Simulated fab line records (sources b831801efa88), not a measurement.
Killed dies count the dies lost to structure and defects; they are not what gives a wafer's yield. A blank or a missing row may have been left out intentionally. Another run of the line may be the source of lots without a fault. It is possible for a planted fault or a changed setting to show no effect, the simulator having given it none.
What tool caused it? ; flow sky130 ; 13 lots, 39 wafers sampled, at 1 step of a route of 708

## WHAT EACH GAUGE READ, for each wafer
SKY_LOCAL_INTERCONNECT_OVL_MEAS_12. Usual: LOCAL_INTERCONNECT_OVL 1 nm, standard deviation 4.8.
lot;measured;on;LOCAL_INTERCONNECT_OVL (nm);flag
L518;day 31 14:05;overlay-02;0 -8 3;
L522;day 32 02:58;overlay-01;-4 -4 0;
L521;day 32 03:01;overlay-02;-1 -2 -4;
L525;day 33 05:04;overlay-02;4 6 -1;
L526;day 33 08:31;overlay-02;-3 -5 -4;
L527;day 33 11:22;overlay-01;8 11 7;
L528;day 33 15:37;overlay-01;1 4 2;
L529;day 33 23:58;overlay-01;8 6 2;
L533;day 35 09:04;overlay-01;5 -1 0;
L538;day 37 00:52;overlay-01;10 0 6;
L539;day 37 21:58;overlay-01;7 7 7;
L540;day 37 22:40;overlay-02;2 -1 -3;
L541;day 38 01:10;overlay-02;-3 0 -2;

## TOOL THAT RAN EACH LOT (tool first, then ch and the chambers of the sampled wafers, then the start)
The record shows no process step preceding these readings.

## WHAT THE TOOLS THEMSELVES READ (means of the sampled wafers that have a number; where no wafer has one, the mark that the record gives instead)
The record holds no such reading with a usual standard deviation.

## THE ANSWER, worked out from the rows above alone
Rule: take the mean of a lot's wafers that have a number; if it is more than 3 standard deviations from the usual mean, the lot is off. Also off: a lot with no number at a reading for which 4 or more lots have one. The other lots that the step has rows for count as sound. Order of review: gauges by route order, followed by the tools' own readings, for which a lot's mean as printed above is used. The first step at which some lot is off is used, and at that step the reading that is off furthest; a lot without a number counts as furthest.
No lot is off at any reading shown: from this, nothing can be told.

## WHAT HAD BEEN PUT IN BY THE SIMULATOR
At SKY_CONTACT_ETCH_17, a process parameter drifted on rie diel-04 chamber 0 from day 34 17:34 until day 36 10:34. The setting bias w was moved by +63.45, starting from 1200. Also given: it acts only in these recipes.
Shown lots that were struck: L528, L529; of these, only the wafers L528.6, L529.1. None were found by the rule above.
